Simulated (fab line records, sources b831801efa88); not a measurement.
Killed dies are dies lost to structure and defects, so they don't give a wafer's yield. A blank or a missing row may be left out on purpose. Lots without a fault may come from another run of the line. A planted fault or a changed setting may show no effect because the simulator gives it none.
Which tool did it? | flow gf180mcu | 7 lots, 20 wafers sampled, at 3 steps of a route of 602

WHAT THE GAUGES READ, wafer by wafer
GF_CONTACT_THK_MEAS_26: measures by xrf.
lot  | measured     | on            | CONTACT_W_THK (nm)
L532 | day 17 00:56 | film_metro-03 | 302 303 301
L534 | day 17 10:59 | film_metro-03 | 296 298 299
L538 | day 18 22:39 | film_metro-03 | 294 296 295
L541 | day 20 00:46 | film_metro-01 | 296 295
L548 | day 23 11:05 | film_metro-02 | 294 290 291
L551 | day 23 23:38 | film_metro-03 | 302 300 298
L553 | day 24 18:50 | film_metro-02 | 299 293 292

WHICH TOOL RAN EACH LOT (tool, then ch and the chambers of the sampled wafers, then the start)
lot  | GF_CONTACT_CMP_04             | GF_CONTACT_CVD_24
L532 | cmp-01 ch 0,1,2, day 16 01:24 | cvd_w-02 ch 0,1, day 17 00:43
L534 | cmp-01 ch 0,2,3, day 16 10:42 | cvd_w-01 ch 0,1, day 17 10:46
L538 | cmp-02 ch 0,1,3, day 17 22:14 | cvd_w-01 ch 0,1, day 18 22:26
L541 | cmp-02 ch 0,2, day 18 23:37   | cvd_w-01 ch 0,1, day 20 00:34
L548 | cmp-02 ch 0,1,3, day 22 11:16 | cvd_w-01 ch 0,1, day 23 10:52
L551 | cmp-01 ch 0,1,3, day 23 00:05 | cvd_w-01 ch 0,1, day 23 23:24
L553 | cmp-02 ch 1,2,3, day 23 19:51 | cvd_w-01 ch 0,1, day 24 18:37
- GF_CONTACT_CMP_04: polishes SiO2.
- GF_CONTACT_CVD_24: deposits W, target thk 300 nm, time 90.339 s.

THE ANSWER, worked out from the rows above alone
Rule: what is usual is taken from the lots themselves. Put in order of their means at a reading, lots are off if they are a third of the lots or fewer, leave a main group of 4 or more, and stand apart from it by a gap of 3 or more times the standard deviation of the main group's means; of several such gaps the widest counts. A main group whose means are all the same, to the digits that the tables above print for the reading, isn't used. A lot without any number at a reading at which 4 lots or more have one is off too. The other lots that the step has rows for count as sound.
No lot is off at any reading shown: from this, nothing can be told.

WHAT THE SIMULATOR HAD PUT IN
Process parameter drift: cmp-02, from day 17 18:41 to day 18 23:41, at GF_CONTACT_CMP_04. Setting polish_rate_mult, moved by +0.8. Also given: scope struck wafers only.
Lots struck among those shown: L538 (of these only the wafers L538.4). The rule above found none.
